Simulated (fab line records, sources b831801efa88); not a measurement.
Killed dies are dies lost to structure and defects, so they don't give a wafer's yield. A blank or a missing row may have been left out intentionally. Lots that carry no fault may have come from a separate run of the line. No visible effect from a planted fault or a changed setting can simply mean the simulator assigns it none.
Split-lot study || flow sky130 || route with 708 steps; 5 lots, 23 wafers read

## THE SPLIT
At SKY_VIA2_SPUTTER_20 (material TiN, target thk 20 nm, time 80 s), the setting time_s was moved away from the recipe's 80 s on 8 of the 23 wafers read, by -11.9% to -4.9%. The other wafers ran this setting at the recipe's value.

Reading taken at the split's own step.

## THE READING
TiN_of_VIA2_SPUTTER_20.thk_nm (the simulator's own value, which no gauge read), in nm, at SKY_VIA2_SPUTTER_20 (material TiN, target thk 20 nm, time 80 s). The file does not state a usual value for it. Average 20.11 nm, standard deviation 0.34 nm, over the 15 wafers here run with the recipe.

{"wafer": "L074.1", "tool, chamber at the split": "pvd_sputter-04, -", "time_s as run, s": 80, "against the recipe": "recipe", "TiN_of_VIA2_SPUTTER_20.thk_nm, nm": 20.17, "against lot-mates on the recipe": "-"}
{"wafer": "L074.4", "tool, chamber at the split": "pvd_sputter-04, -", "time_s as run, s": 80, "against the recipe": "recipe", "TiN_of_VIA2_SPUTTER_20.thk_nm, nm": 20.1, "against lot-mates on the recipe": "-"}
{"wafer": "L074.6", "tool, chamber at the split": "pvd_sputter-04, -", "time_s as run, s": 80, "against the recipe": "recipe", "TiN_of_VIA2_SPUTTER_20.thk_nm, nm": 19.95, "against lot-mates on the recipe": "-"}
{"wafer": "L077.1", "tool, chamber at the split": "pvd_sputter-01, -", "time_s as run, s": 76.1, "against the recipe": "-4.9%", "TiN_of_VIA2_SPUTTER_20.thk_nm, nm": 19.5, "against lot-mates on the recipe": -0.69}
{"wafer": "L077.2", "tool, chamber at the split": "pvd_sputter-01, -", "time_s as run, s": 76.1, "against the recipe": "-4.9%", "TiN_of_VIA2_SPUTTER_20.thk_nm, nm": 19.3, "against lot-mates on the recipe": -0.89}
{"wafer": "L077.3", "tool, chamber at the split": "pvd_sputter-01, -", "time_s as run, s": 80, "against the recipe": "recipe", "TiN_of_VIA2_SPUTTER_20.thk_nm, nm": 20.03, "against lot-mates on the recipe": "-"}
{"wafer": "L077.4", "tool, chamber at the split": "pvd_sputter-01, -", "time_s as run, s": 80, "against the recipe": "recipe", "TiN_of_VIA2_SPUTTER_20.thk_nm, nm": 20.4, "against lot-mates on the recipe": "-"}
{"wafer": "L077.5", "tool, chamber at the split": "pvd_sputter-01, -", "time_s as run, s": 80, "against the recipe": "recipe", "TiN_of_VIA2_SPUTTER_20.thk_nm, nm": 20.13, "against lot-mates on the recipe": "-"}
{"wafer": "L081.1", "tool, chamber at the split": "pvd_sputter-01, -", "time_s as run, s": 80, "against the recipe": "recipe", "TiN_of_VIA2_SPUTTER_20.thk_nm, nm": 19.61, "against lot-mates on the recipe": "-"}
{"wafer": "L081.2", "tool, chamber at the split": "pvd_sputter-01, -", "time_s as run, s": 70.51, "against the recipe": "-11.9%", "TiN_of_VIA2_SPUTTER_20.thk_nm, nm": 17.49, "against lot-mates on the recipe": -2.30}
{"wafer": "L081.4", "tool, chamber at the split": "pvd_sputter-01, -", "time_s as run, s": 70.51, "against the recipe": "-11.9%", "TiN_of_VIA2_SPUTTER_20.thk_nm, nm": 17.32, "against lot-mates on the recipe": -2.46}
{"wafer": "L081.5", "tool, chamber at the split": "pvd_sputter-01, -", "time_s as run, s": 80, "against the recipe": "recipe", "TiN_of_VIA2_SPUTTER_20.thk_nm, nm": 19.96, "against lot-mates on the recipe": "-"}
{"wafer": "L081.6", "tool, chamber at the split": "pvd_sputter-01, -", "time_s as run, s": 70.51, "against the recipe": "-11.9%", "TiN_of_VIA2_SPUTTER_20.thk_nm, nm": 17.2, "against lot-mates on the recipe": -2.59}
{"wafer": "L082.1", "tool, chamber at the split": "pvd_sputter-03, -", "time_s as run, s": 75.74, "against the recipe": "-5.3%", "TiN_of_VIA2_SPUTTER_20.thk_nm, nm": 18.54, "against lot-mates on the recipe": -1.07}
{"wafer": "L082.2", "tool, chamber at the split": "pvd_sputter-03, -", "time_s as run, s": 80, "against the recipe": "recipe", "TiN_of_VIA2_SPUTTER_20.thk_nm, nm": 19.49, "against lot-mates on the recipe": "-"}
{"wafer": "L082.3", "tool, chamber at the split": "pvd_sputter-03, -", "time_s as run, s": 75.74, "against the recipe": "-5.3%", "TiN_of_VIA2_SPUTTER_20.thk_nm, nm": 18.83, "against lot-mates on the recipe": -0.79}
{"wafer": "L082.4", "tool, chamber at the split": "pvd_sputter-03, -", "time_s as run, s": 80, "against the recipe": "recipe", "TiN_of_VIA2_SPUTTER_20.thk_nm, nm": 19.74, "against lot-mates on the recipe": "-"}
{"wafer": "L082.6", "tool, chamber at the split": "pvd_sputter-03, -", "time_s as run, s": 75.74, "against the recipe": "-5.3%", "TiN_of_VIA2_SPUTTER_20.thk_nm, nm": 18.66, "against lot-mates on the recipe": -0.95}
{"wafer": "L084.1", "tool, chamber at the split": "pvd_sputter-04, -", "time_s as run, s": 80, "against the recipe": "recipe", "TiN_of_VIA2_SPUTTER_20.thk_nm, nm": 20.24, "against lot-mates on the recipe": "-"}
{"wafer": "L084.3", "tool, chamber at the split": "pvd_sputter-04, -", "time_s as run, s": 80, "against the recipe": "recipe", "TiN_of_VIA2_SPUTTER_20.thk_nm, nm": 20.09, "against lot-mates on the recipe": "-"}
{"wafer": "L084.4", "tool, chamber at the split": "pvd_sputter-04, -", "time_s as run, s": 80, "against the recipe": "recipe", "TiN_of_VIA2_SPUTTER_20.thk_nm, nm": 20.86, "against lot-mates on the recipe": "-"}
{"wafer": "L084.5", "tool, chamber at the split": "pvd_sputter-04, -", "time_s as run, s": 80, "against the recipe": "recipe", "TiN_of_VIA2_SPUTTER_20.thk_nm, nm": 20.44, "against lot-mates on the recipe": "-"}
{"wafer": "L084.6", "tool, chamber at the split": "pvd_sputter-04, -", "time_s as run, s": 80, "against the recipe": "recipe", "TiN_of_VIA2_SPUTTER_20.thk_nm, nm": 20.41, "against lot-mates on the recipe": "-"}

THE FIT
A straight line over all 23 wafers: TiN_of_VIA2_SPUTTER_20.thk_nm changes by +0.233 nm for each +1% of time_s; r = +0.95; the points scatter about the line by 0.33 nm.
The same after taking each lot's own level away (the mean of its wafers on the recipe; 23 wafers): +0.201 nm for each +1%; r = +0.98; scatter 0.19 nm.
According to that fit, moving time_s by its largest amount changes the reading by 2.4 nm.
From 19.615 to 20.408 nm: that is the span of the lots' own levels, equal to 2.4 times the standard deviation above.
So the slope is not independent of the lot-to-lot level: the two fits are not the same.
Check: for one of the wafers moved furthest among these (-11.9%), held out of the fit, the line's prediction against its lot-mates is -2.38 nm. Against them it came out at -2.3 nm.

## OTHER SPLITS ON THESE WAFERS
Note: prior to the reading, these wafers also went through further splits. Each is held against what the fit with the lots' levels taken away leaves over:
{"other split on the same wafers": "SKY_LI_CONTACT_HDPCVD_00 time_s", "wafers away from the commonest value": 9, "r with TiN_of_VIA2_SPUTTER_20.thk_nm (lot level and that fit taken away)": -0.06}
{"other split on the same wafers": "SKY_LI_CONTACT_CMP_02 leave_above_ref_nm", "wafers away from the commonest value": 8, "r with TiN_of_VIA2_SPUTTER_20.thk_nm (lot level and that fit taken away)": "+0.07"}
{"other split on the same wafers": "SKY_LI_CONTACT_ETCH_14 source_w", "wafers away from the commonest value": 8, "r with TiN_of_VIA2_SPUTTER_20.thk_nm (lot level and that fit taken away)": "+0.13"}
{"other split on the same wafers": "SKY_LI_CONTACT_SPUTTER_20 power_w", "wafers away from the commonest value": 10, "r with TiN_of_VIA2_SPUTTER_20.thk_nm (lot level and that fit taken away)": "+0.28"}
{"other split on the same wafers": "SKY_CONTACT_HDPCVD_02 time_s", "wafers away from the commonest value": 5, "r with TiN_of_VIA2_SPUTTER_20.thk_nm (lot level and that fit taken away)": "+0.22"}
{"other split on the same wafers": "SKY_CONTACT_DEVELOP_13 dev_temp_c", "wafers away from the commonest value": 11, "r with TiN_of_VIA2_SPUTTER_20.thk_nm (lot level and that fit taken away)": -0.28}
{"other split on the same wafers": "SKY_METAL1_SPUTTER_04 time_s", "wafers away from the commonest value": 8, "r with TiN_of_VIA2_SPUTTER_20.thk_nm (lot level and that fit taken away)": "+0.11"}
{"other split on the same wafers": "SKY_METAL1_METAL_ETCH_19 bias_w", "wafers away from the commonest value": 9, "r with TiN_of_VIA2_SPUTTER_20.thk_nm (lot level and that fit taken away)": "+0.04"}
{"other split on the same wafers": "SKY_VIA1_SPUTTER_20 chamber_pressure_pa", "wafers away from the commonest value": 18, "r with TiN_of_VIA2_SPUTTER_20.thk_nm (lot level and that fit taken away)": "+0.13"}
{"other split on the same wafers": "SKY_METAL2_SPUTTER_04 power_w", "wafers away from the commonest value": 8, "r with TiN_of_VIA2_SPUTTER_20.thk_nm (lot level and that fit taken away)": "+0.00"}
{"other split on the same wafers": "SKY_VIA2_ETCH_14 source_w", "wafers away from the commonest value": 10, "r with TiN_of_VIA2_SPUTTER_20.thk_nm (lot level and that fit taken away)": -0.27}

## THE FILE'S OWN FIT
TiN_of_VIA2_SPUTTER_20.thk_nm changes by +0.196 nm for each +1% of time_s, r = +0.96.
